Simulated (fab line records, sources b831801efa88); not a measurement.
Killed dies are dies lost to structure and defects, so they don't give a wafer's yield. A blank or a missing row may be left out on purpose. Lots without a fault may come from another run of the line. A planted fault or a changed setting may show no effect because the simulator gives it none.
Tool commonality check | flow gf180mcu | 11 lots, 39 wafers sampled

WHY IT WAS OPENED
At GF_V4_CD_MEAS_14 the reading cd_nm is flagged on 2 of 11 lots. Wafers without a fault read 259.5 nm, standard deviation 1.3.
Rule: a lot is flagged when every wafer of it that has a number lies more than 4 standard deviations from that mean, or none has a number. The other lots count as sound.

lot  | measured     | on        | cd_nm (nm), wafer by wafer          | flag
L806 | day 24 14:16 | cd_sem-02 | 257.5 260.1 258.4                   |
L808 | day 25 17:12 | cd_sem-01 | 258.8 259.6 258.7                   |
L810 | day 26 16:30 | cd_sem-02 | 258.7 260.2 258.7                   |
L813 | day 27 00:10 | cd_sem-01 | 255.7 255.9 255.8                   |
L812 | day 27 01:39 | cd_sem-02 | 259.7 260.5 258.5                   |
L814 | day 27 07:08 | cd_sem-01 | 259.7 259.8 259.3                   |
L817 | day 28 09:36 | cd_sem-02 | 261.0 260.4 260.6                   |
L821 | day 29 04:37 | cd_sem-01 | 253.0 252.8 252.6 253.0 252.9 252.0 | FLAGGED
L823 | day 29 21:33 | cd_sem-01 | 253.4 253.4 252.9 253.7 253.5 252.7 | FLAGGED
L826 | day 30 20:20 | cd_sem-01 | 257.7 258.3 257.5                   |
L828 | day 31 04:42 | cd_sem-01 | 259.7 260.5 259.0                   |
The numbers of the flagged lots are 253.0 nm on average: -6.5 nm against the usual, or -5 standard deviations.

WHICH TOOL RAN EACH LOT
The record holds 3 process steps before the reading, out of a route of 602 steps. In each cell: the tool, then ch and the chambers that the sampled wafers went through, then the start.
lot  | flag    | GF_M4_STRIP_17                       | GF_V4_CMP_04                  | GF_V4_EXPOSE_11
L806 |         | plasma_asher-01 ch 0,1, day 23 15:02 | cmp-02 ch 0,2,3, day 23 15:52 | krf_scanner-02 ch 0, day 24 03:25
L808 |         | plasma_asher-01 ch 1, day 24 18:22   | cmp-01 ch 0,1,3, day 24 19:20 | krf_scanner-01 ch 0, day 25 06:15
L810 |         | plasma_asher-04 ch 0,1, day 25 18:28 | cmp-01 ch 1,2,3, day 25 19:22 | krf_scanner-01 ch 0, day 26 06:06
L813 |         | plasma_asher-03 ch 0,1, day 26 02:37 | cmp-02 ch 0,2,3, day 26 03:32 | krf_scanner-01 ch 0, day 26 13:54
L812 |         | plasma_asher-03 ch 0,1, day 26 03:34 | cmp-01 ch 1,2,3, day 26 04:24 | krf_scanner-01 ch 0, day 26 15:12
L814 |         | plasma_asher-03 ch 0,1, day 26 09:44 | cmp-02 ch 0,3, day 26 10:29   | krf_scanner-01 ch 0, day 26 21:27
L817 |         | plasma_asher-03 ch 0,1, day 27 13:19 | cmp-02 ch 0,1,2, day 27 14:16 | krf_scanner-02 ch 0, day 28 00:22
L821 | FLAGGED | plasma_asher-01 ch 1, day 28 07:53   | cmp-01 ch 0,2,3, day 28 08:49 | krf_scanner-01 ch 0, day 28 19:19
L823 | FLAGGED | plasma_asher-04 ch 0,1, day 29 01:28 | cmp-01 ch 0,2,3, day 29 02:16 | krf_scanner-01 ch 0, day 29 12:53
L826 |         | plasma_asher-03 ch 0,1, day 30 00:37 | cmp-01 ch 2,3, day 30 01:42   | krf_scanner-02 ch 0, day 30 11:32
L828 |         | plasma_asher-04 ch 0,1, day 30 09:37 | cmp-01 ch 0,1,2, day 30 10:31 | krf_scanner-02 ch 0, day 30 20:07
What these steps do:
- GF_M4_STRIP_17: strips in O2/N2.
- GF_V4_CMP_04: polishes SiO2.
- GF_V4_EXPOSE_11: exposes mask Via4, target cd 260 nm.
- GF_V4_CD_MEAS_14: target cd 260 nm.

FLAGGED OVER TOTAL, TOOL BY TOOL (the gauges that took the reading come last)
step             | tool            | lots run | flagged | share of the flagged lots | sound lots run after its first flagged lot
GF_M4_STRIP_17   | plasma_asher-01 | 3        | 1       | some                      | 0
GF_M4_STRIP_17   | plasma_asher-03 | 5        | 0       | none                      | -
GF_M4_STRIP_17   | plasma_asher-04 | 3        | 1       | some                      | 1 (L828)
GF_V4_CMP_04     | cmp-01          | 7        | 2       | all                       | 2 (L826,L828)
GF_V4_CMP_04     | cmp-02          | 4        | 0       | none                      | -
GF_V4_EXPOSE_11  | krf_scanner-01  | 7        | 2       | all                       | 0
GF_V4_EXPOSE_11  | krf_scanner-02  | 4        | 0       | none                      | -
GF_V4_CD_MEAS_14 | cd_sem-01       | 7        | 2       | all                       | 2 (L826,L828)
GF_V4_CD_MEAS_14 | cd_sem-02       | 4        | 0       | none                      | -

WHAT THE TABLE ALLOWS
3 rows of the table ran every flagged lot: cmp-01 at GF_V4_CMP_04, krf_scanner-01 at GF_V4_EXPOSE_11, cd_sem-01 at GF_V4_CD_MEAS_14.
- cmp-01 at GF_V4_CMP_04: 2 of its 7 lots flagged. Sound lots ran on it after the first flagged one (L826, L828), which a lasting fault on the whole tool wouldn't allow.
- krf_scanner-01 at GF_V4_EXPOSE_11: 2 of its 7 lots flagged. Its last sound lot is L814 (day 26 21:27), its first flagged lot L821 (day 28 19:19): a fault that began between those two fits. Its own readings lie more than 4 standard deviations out on every wafer of the flagged lots: exposure_dose_mJ_cm2.
- cd_sem-01 at GF_V4_CD_MEAS_14: 2 of its 7 lots flagged. Sound lots ran on it after the first flagged one (L826, L828), which a lasting fault on the whole tool wouldn't allow.
One tool is left: krf_scanner-01 at GF_V4_EXPOSE_11.

WHAT THE SIMULATOR HAD PUT IN
Process parameter drift: krf_scanner-01, from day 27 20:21 on, at GF_V4_EXPOSE_11. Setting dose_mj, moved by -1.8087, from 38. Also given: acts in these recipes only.
Lots struck among those shown: L821, L823. The rule above found the same.
